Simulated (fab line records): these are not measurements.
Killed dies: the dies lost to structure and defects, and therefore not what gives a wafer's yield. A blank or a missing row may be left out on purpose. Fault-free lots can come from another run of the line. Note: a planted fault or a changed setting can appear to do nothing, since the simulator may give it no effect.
A lot that was struck, set against a sound lot	flow sky130	44 steps out of a route of 708
Sound: wafers L881.2, L881.3, L881.4. Wafers struck: L900.1, L900.4, L900.5. The cause is given at the end.
Per side, at each step with rows, come the tool, then ch with its chambers, and then its first start. Under that, the readings that differ: sound wafers	struck wafers	difference of the means	sigmas: that difference in standard deviations of wafers without a fault.
alike: words and numbers the same on both sides, and readings whose means are apart by under 2 such deviations; not compared: readings that were withheld, readings missing a value for some wafer, numbers with overlapping values and no deviation given by the record, and bounds like >300 which may hide the same value.
The two part at a step that has a row with sigmas, a row that says differs or no value, or rows on one side only. Numbers that don't overlap but have no deviation are shown without sigmas and don't part them. A reading missing from all wafers of one side parts the sides only when that side holds two or more wafers.

first, 2 steps without rows for these wafers: SKY_DNWELL_DEVELOP_06 (develop time 60 s); SKY_DNWELL_IMPLANT_07.
SKY_DNWELL_STRIP_08: strips in O2/N2.
  sound on plasma_asher-02 ch 0,1, day 3 19:03; struck on plasma_asher-02 ch 0,1, day 8 04:39
  alike: drypump_motor_current_A, oes_product_au, strip_time_to_endpoint_s
  not compared: rf_hours_counter_h
SKY_DNWELL_TW_MEAS_09:
  sound: film_metro-02 at day 3 19:10; struck: film_metro-03 at day 8 04:45
  alike: DNWELL_TW
then, 7 steps without rows for these wafers: SKY_PWDE_DEHYDRATE_00 (time 60 s); SKY_PWDE_HMDS_01 (prime time 60 s); SKY_PWDE_COAT_02 (resist thk 3000 nm); SKY_PWDE_SOFTBAKE_03; SKY_PWDE_EXPOSE_04 (exposes mask PWDEM, target cd 840 nm); SKY_PWDE_PEB_05; SKY_PWDE_DEVELOP_06 (develop time 60 s).
SKY_PWDE_OVL_MEAS_07:
  sound: overlay-01 at day 4 11:16; struck: overlay-01 at day 9 01:39
  alike: PWDE_OVL
SKY_PWDE_IMPLANT_08:
  sound on implanter-03 ch 0, day 4 11:19; struck on implanter-04 ch 0, day 9 01:41
reading	sound	struck	difference	sigmas
beam_on_s (s)	9.54 10.22 9.85	13.61 13.18 13.30	+3.49	+17
faraday_current_uA	21.3 19.9 20.5	14.9 15.5 15.2	-5.4	-13
  alike: beam_energy_keV
SKY_PWDE_STRIP_09: strips in O2/N2.
  sound on plasma_asher-03 ch 0,1, day 4 11:26; struck on plasma_asher-03 ch 0,1, day 9 01:50
reading	sound	struck	difference	sigmas
strip_time_to_endpoint_s (s)	37.02 37.02 37.03	36.74 36.83 36.79	-0.24	-2
  alike: drypump_motor_current_A, oes_product_au
  not compared: rf_hours_counter_h
SKY_PWDE_TW_MEAS_10:
  sound: film_metro-04 at day 4 11:33; struck: film_metro-02 at day 9 01:56
reading	sound	struck	difference	sigmas
PWDE_TW	376.7 374.8 376.3	409.3 407.7 408.1	+32.4	+14
then, 7 steps without rows for these wafers: SKY_NWELL_DEHYDRATE_03 (time 60 s); SKY_NWELL_HMDS_04 (prime time 60 s); SKY_NWELL_COAT_05 (resist thk 3000 nm); SKY_NWELL_SOFTBAKE_06; SKY_NWELL_EXPOSE_07 (exposes mask NWM, target cd 840 nm); SKY_NWELL_PEB_08; SKY_NWELL_DEVELOP_09 (develop time 60 s).
SKY_NWELL_OVL_MEAS_10:
  sound: overlay-02 at day 5 04:51; struck: overlay-01 at day 9 23:46
  alike: NWELL_00_OVL
then, 3 steps without rows for these wafers: SKY_NWELL_IMPLANT_11; SKY_NWELL_IMPLANT_12; SKY_NWELL_IMPLANT_13.
SKY_NWELL_STRIP_14: strips in O2/N2.
  sound on plasma_asher-01 ch 0,1, day 5 05:20; struck on plasma_asher-04 ch 0,1, day 10 00:15
  alike: drypump_motor_current_A, oes_product_au, strip_time_to_endpoint_s
  not compared: rf_hours_counter_h
SKY_NWELL_TW_MEAS_15:
  sound: film_metro-04 at day 5 05:26; struck: film_metro-02 at day 10 00:21
reading	sound	struck	difference	sigmas
NWELL_TW	1839 1848 1836	1811 1814 1813	-28	-2
then, 7 steps without rows for these wafers: SKY_NWELL_DEHYDRATE_16 (time 60 s); SKY_NWELL_HMDS_17 (prime time 60 s); SKY_NWELL_COAT_18 (resist thk 3000 nm); SKY_NWELL_SOFTBAKE_19; SKY_NWELL_EXPOSE_20 (exposes mask NWM COMPLEMENT, target cd 840 nm); SKY_NWELL_PEB_21; SKY_NWELL_DEVELOP_22 (develop time 60 s).
SKY_NWELL_OVL_MEAS_23:
  sound: overlay-01 at day 5 23:52; struck: overlay-02 at day 10 22:16
  alike: NWELL_01_OVL
after that, 1 step had no rows for these wafers: SKY_NWELL_IMPLANT_24.
SKY_NWELL_STRIP_25: strips in O2/N2.
  sound on plasma_asher-04 ch 0,1, day 6 00:03; struck on plasma_asher-04 ch 0,1, day 10 22:27
  alike: drypump_motor_current_A, oes_product_au, strip_time_to_endpoint_s
  not compared: rf_hours_counter_h
SKY_NWELL_TW_MEAS_26:
  sound: film_metro-03 at day 6 00:10; struck: film_metro-02 at day 10 22:33
  alike: NWELL_2_TW
then, 1 step without rows for these wafers: SKY_NWELL_CLEAN_27 (cleans in SC1/SC2, time 150 s).
SKY_NWELL_RTA_28: time 30 s.
  sound on rtp_anneal-02 ch 0, day 6 00:17; struck on rtp_anneal-02 ch 0, day 10 22:40
  alike: lamp_power_pct, wafer_temp_C_max
SKY_NWELL_RS_MEAS_29: measures by four-point-probe.
  sound: film_metro-04 at day 6 00:23; struck: film_metro-02 at day 10 22:46
  alike: NWELL_RS
SKY_NWELL_RS_MEAS_31: measures by four-point-probe.
  sound: film_metro-04 at day 6 00:37; struck: film_metro-02 at day 10 23:00
reading	sound	struck	difference	sigmas
PWDE_RS (ohm/sq)	5294 5291 5289	4231 4220 4218	-1068	-51
-- the record jumps here: 40 days lie between the struck wafers' starts before and after (it left off in module NWELL and takes up again in module PAD_OPEN, whose first step shown is number 708 of the route) --
SKY_PAD_OPEN_PROBE_99:
  sound: prober-02 at day 46 17:31; struck: prober-01 at day 50 20:01
reading	sound	struck	difference	sigmas
model.etest.res_p_drift_20v.rs_ohm_sq	9998 9899 9769	7221 7295 7234	-2639	
model.etest.res_pwde_under_gate.rs_ohm_sq	6143 6149 6150	4683 4685 4679	-1465	
  alike: killed_at_M0_to_M3, killed_at_M4_up, killed_at_contacts, killed_at_front_end, killed_at_other, killed_dies, killed_open, killed_short

WHERE THEY PART
Earliest at SKY_PWDE_IMPLANT_08; latest, in this record, at SKY_NWELL_RS_MEAS_31. Later steps at which nothing parts them and some readings are alike: SKY_PAD_OPEN_PROBE_99.

WHY: what had been put in by the simulator
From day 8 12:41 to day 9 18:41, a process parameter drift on implanter-04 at SKY_PWDE_IMPLANT_08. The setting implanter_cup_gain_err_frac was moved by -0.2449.
